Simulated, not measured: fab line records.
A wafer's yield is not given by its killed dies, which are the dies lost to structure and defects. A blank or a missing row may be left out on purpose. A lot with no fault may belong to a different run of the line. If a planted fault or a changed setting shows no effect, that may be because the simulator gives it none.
Which tool was responsible?	flow sky130	Sampling: 6 lots, 18 wafers, 5 of 708 route steps

WHAT EACH GAUGE READ, for each wafer
SKY_LOCAL_INTERCONNECT_RS_MEAS_01: measurement is done with a four-point probe.
lot	measured	on	LOCAL_INTERCONNECT_TIN_RS (ohm/sq)
L713	day 29 15:47	film metro-02	14.73 14.96 14.72
L718	day 31 14:13	film metro-04	14.52 14.76 14.75
L720	day 32 07:22	film metro-04	14.60 14.66 14.41
L722	day 33 01:37	film metro-04	14.54 14.91 14.96
L728	day 34 21:32	film metro-02	10.01 10.01 14.60 10.02 10.00 14.63
L732	day 35 21:13	film metro-02	14.56 14.58 14.71

EACH LOT AND THE TOOL THAT RAN IT (in order: tool; ch and the chambers of the sampled wafers; start)
lot	SKY_LI_CONTACT_STRIP_16	SKY_LI_CONTACT_SPUTTER_19	SKY_LI_CONTACT_SPUTTER_20	SKY_LOCAL_INTERCONNECT_SPUTTER_00
L713	plasma asher-04 ch 0,1, day 29 12:53	pvd sputter-02, day 29 13:12	pvd sputter-02, day 29 13:16	pvd sputter-04, day 29 15:41
L718	plasma asher-04 ch 0,1, day 31 13:05	pvd sputter-01, day 31 13:24	pvd sputter-01, day 31 13:28	pvd sputter-04, day 31 14:08
L720	plasma asher-04 ch 0,1, day 32 06:04	pvd sputter-01, day 32 06:34	pvd sputter-01, day 32 06:38	pvd sputter-03, day 32 07:18
L722	plasma asher-03 ch 0,1, day 33 00:31	pvd sputter-01, day 33 00:48	pvd sputter-01, day 33 00:53	pvd sputter-03, day 33 01:32
L728	plasma asher-01 ch 0,1, day 34 20:16	pvd sputter-02, day 34 20:36	pvd sputter-02, day 34 20:45	pvd sputter-03, day 34 21:29
L732	plasma asher-04 ch 0,1, day 35 20:05	pvd sputter-04, day 35 20:23	pvd sputter-04, day 35 20:28	pvd sputter-01, day 35 21:07
- SKY_LI_CONTACT_STRIP_16: strips in O2/N2.
- SKY_LI_CONTACT_SPUTTER_19: material Ti, target thk 20 nm, time 106.37 s.
- SKY_LI_CONTACT_SPUTTER_20: material TiN, target thk 20 nm, time 80 s.
- SKY_LOCAL_INTERCONNECT_SPUTTER_00: material TiN, target thk 100 nm, time 83.3 s.

THE ANSWER, worked out from the rows above alone
Rule: usual is defined by the lots themselves. The widest of any qualifying gaps counts: lots, ordered by their means at a reading, are off when they make up no more than a third of the lots, leave a main group of 4 or more, and stand apart from it by 3 or more times the standard deviation of that group's means. Not used: any main group whose means are identical at the precision the tables above print for the reading. A lot without any number at a reading at which 4 lots or more have one is off too. All remaining lots with rows at the step are treated as sound.
Off: L728, seen at SKY_LOCAL_INTERCONNECT_RS_MEAS_01 (LOCAL_INTERCONNECT_TIN_RS). Main group: mean 14.69 ohm/sq, sd 0.099.
A tool fits if, at a process step before that reading, it ran every lot that is off, and no sound lot after the first of them. The gauges at SKY_LOCAL_INTERCONNECT_RS_MEAS_01 are tried like those tools. Can't be told from this: 3 tools fit, plasma asher-01 at SKY_LI_CONTACT_STRIP_16, pvd sputter-02 at SKY_LI_CONTACT_SPUTTER_19 and SKY_LI_CONTACT_SPUTTER_20, pvd sputter-03 at SKY_LOCAL_INTERCONNECT_SPUTTER_00.

WHAT THE SIMULATOR PUT IN
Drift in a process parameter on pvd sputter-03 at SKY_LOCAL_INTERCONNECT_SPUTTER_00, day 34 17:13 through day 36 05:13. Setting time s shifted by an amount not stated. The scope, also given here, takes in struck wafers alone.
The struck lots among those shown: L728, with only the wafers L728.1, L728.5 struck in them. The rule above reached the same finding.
